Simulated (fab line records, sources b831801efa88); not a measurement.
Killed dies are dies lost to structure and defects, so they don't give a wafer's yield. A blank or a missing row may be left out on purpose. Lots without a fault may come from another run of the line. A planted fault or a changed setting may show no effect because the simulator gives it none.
Which tool did it? | flow sfq_line | 14 lots, 42 wafers sampled, at 3 steps of a route of 325

WHAT THE GAUGES READ, wafer by wafer
The record holds no reading of a measuring or inspecting step that can be judged against a usual standard deviation.

WHICH TOOL RAN EACH LOT (tool, then ch and the chambers of the sampled wafers, then the start)
lot  | SFQ_TRILAYER_I0_CMP_CMP_028   | SFQ_TRILAYER_I0_METRO_MEASURE_029 | SFQ_TRILAYER_I0_VIA_ETCH_VIA_ETCH_034
L694 | cmp-02 ch 0,3, day 8 13:26    | film_metro-03, day 8 16:34        | rie_diel-04 ch 1,2,3, day 10 11:58
L696 | cmp-01 ch 0,1, day 9 08:32    | film_metro-03, day 9 11:52        | rie_diel-01 ch 1,3, day 11 04:46
L697 | cmp-01 ch 0,1,2, day 9 11:32  | film_metro-03, day 9 14:40        | rie_diel-03 ch 0,1,3, day 11 07:10
L698 | cmp-01 ch 0,1, day 9 21:02    | film_metro-01, day 10 00:04       | rie_diel-03 ch 1,2,3, day 12 09:34
L699 | cmp-01 ch 0,1, day 10 06:02   | film_metro-04, day 10 08:40       | rie_diel-01 ch 0,2, day 12 19:24
L700 | cmp-01 ch 0,1,3, day 10 09:32 | film_metro-01, day 10 11:40       | rie_diel-04 ch 0,1, day 12 21:34
L701 | cmp-02 ch 1,2,3, day 10 14:14 | film_metro-04, day 10 16:46       | rie_diel-03 ch 2,3, day 13 03:48
L702 | cmp-01 ch 1,2,3, day 11 01:02 | film_metro-01, day 11 03:52       | rie_diel-01 ch 0,1,2, day 13 13:10
L711 | cmp-01 ch 0,1,2, day 13 03:32 | film_metro-04, day 13 06:40       | rie_diel-01 ch 0,1,2, day 15 21:28
L712 | cmp-01 ch 0,2,3, day 13 10:02 | film_metro-04, day 13 12:40       | rie_diel-03 ch 0,2,3, day 16 04:40
L713 | cmp-02 ch 0,2,3, day 13 17:28 | film_metro-03, day 13 20:17       | rie_diel-01 ch 0,2, day 16 11:52
L714 | cmp-01 ch 0,2,3, day 14 01:02 | film_metro-01, day 14 03:40       | rie_diel-04 ch 1,2,3, day 16 22:13
L715 | cmp-02 ch 1,2,3, day 14 04:58 | film_metro-03, day 14 08:05       | rie_diel-01 ch 0,1, day 17 03:01
L716 | cmp-02 ch 0,3, day 14 07:58   | film_metro-04, day 14 11:29       | rie_diel-03 ch 0,1,3, day 17 07:49
- SFQ_TRILAYER_I0_CMP_CMP_028: polishes SiO2.
- SFQ_TRILAYER_I0_METRO_MEASURE_029
- SFQ_TRILAYER_I0_VIA_ETCH_VIA_ETCH_034: etches SiO2 in CHF3, stops on Nb, target depth 260 nm.

WHAT THE TOOLS THEMSELVES READ (means of the sampled wafers that have a number; where no wafer has one, the mark that the record gives instead)
SFQ_TRILAYER_I0_CMP_CMP_028. Usual: motor_current_A 10.7 A, standard deviation 1; retaining_ring_pressure_frac 1.000, standard deviation 0.0047; time_to_endpoint_s 211 s, standard deviation 8.2.
lot  | tool   | motor_current_A (A) | retaining_ring_pressure_frac | time_to_endpoint_s (s) | flag
L694 | cmp-02 | 10.4                | 1.001                        | 196                    |
L696 | cmp-01 | 12.0                | 1.001                        | 208                    |
L697 | cmp-01 | 11.6                | 0.997                        | 209                    |
L698 | cmp-01 | 12.0                | 1.000                        | 219                    |
L699 | cmp-01 | 11.4                | 0.997                        | 198                    |
L700 | cmp-01 | 11.6                | 0.999                        | 204                    |
L701 | cmp-02 | 10.0                | 0.999                        | 212                    |
L702 | cmp-01 | 11.2                | 0.998                        | 207                    |
L711 | cmp-01 | 11.3                | 1.002                        | 214                    |
L712 | cmp-01 | 10.9                | 1.000                        | 209                    |
L713 | cmp-02 | 10.0                | 1.000                        | 213                    |
L714 | cmp-01 | 11.1                | 0.996                        | 216                    |
L715 | cmp-02 | 10.0                | 1.001                        | 202                    |
L716 | cmp-02 | 10.5                | 0.995                        | 206                    |

SFQ_TRILAYER_I0_METRO_MEASURE_029. Usual: thk_nm 199.5 nm, standard deviation 1.4.
lot  | tool          | thk_nm (nm) | flag
L694 | film_metro-03 | 199.7       |
L696 | film_metro-03 | 201.2       |
L697 | film_metro-03 | 199.5       |
L698 | film_metro-01 | 199.8       |
L699 | film_metro-04 | 216.4       | OFF
L700 | film_metro-01 | 216.9       | OFF
L701 | film_metro-04 | 198.2       |
L702 | film_metro-01 | 199.2       |
L711 | film_metro-04 | 200.0       |
L712 | film_metro-04 | 200.2       |
L713 | film_metro-03 | 199.7       |
L714 | film_metro-01 | 199.1       |
L715 | film_metro-03 | 199.3       |
L716 | film_metro-04 | 198.1       |

SFQ_TRILAYER_I0_VIA_ETCH_VIA_ETCH_034. Usual: bias_w 79.98 W, standard deviation 0.26; drypump_motor_current_A 5.9 A, standard deviation 0.54; oes_product_au 0.853 a.u., standard deviation 0.0057.
lot  | tool        | bias_w (W) | drypump_motor_current_A (A) | oes_product_au (a.u.) | flag
L694 | rie_diel-04 | 80.20      | 6.0                         | 0.853                 |
L696 | rie_diel-01 | 80.23      | 6.0                         | 0.859                 |
L697 | rie_diel-03 | 79.77      | 5.8                         | 0.853                 |
L698 | rie_diel-03 | 79.99      | 5.8                         | 0.858                 |
L699 | rie_diel-01 | 79.85      | 5.8                         | 0.894                 | OFF
L700 | rie_diel-04 | 79.81      | 6.0                         | 0.894                 | OFF
L701 | rie_diel-03 | 79.93      | 5.8                         | 0.853                 |
L702 | rie_diel-01 | 79.90      | 5.7                         | 0.850                 |
L711 | rie_diel-01 | 80.00      | 5.7                         | 0.861                 |
L712 | rie_diel-03 | 79.99      | 5.8                         | 0.853                 |
L713 | rie_diel-01 | 79.98      | 5.8                         | 0.856                 |
L714 | rie_diel-04 | 79.83      | 6.0                         | 0.854                 |
L715 | rie_diel-01 | 79.79      | 5.3                         | 0.851                 |
L716 | rie_diel-03 | 79.83      | 5.8                         | 0.845                 |

THE ANSWER, worked out from the rows above alone
Rule: a lot is off if the mean of its wafers that have a number lies more than 3 standard deviations from the usual mean. A lot without any number at a reading at which 4 lots or more have one is off too. The other lots that the step has rows for count as sound. The gauges are gone through in route order, then the tools' own readings, and for those a lot's mean is taken as printed above. The first step at which some lot is off is used, and at that step the reading that is off furthest; a lot without a number counts as furthest.
Off: L699, L700, at SFQ_TRILAYER_I0_METRO_MEASURE_029 (thk_nm).
A tool fits if, at that step or a process step before it, it ran every lot that is off, and no sound lot after the first of them. None of those tried fits.

WHAT THE SIMULATOR HAD PUT IN
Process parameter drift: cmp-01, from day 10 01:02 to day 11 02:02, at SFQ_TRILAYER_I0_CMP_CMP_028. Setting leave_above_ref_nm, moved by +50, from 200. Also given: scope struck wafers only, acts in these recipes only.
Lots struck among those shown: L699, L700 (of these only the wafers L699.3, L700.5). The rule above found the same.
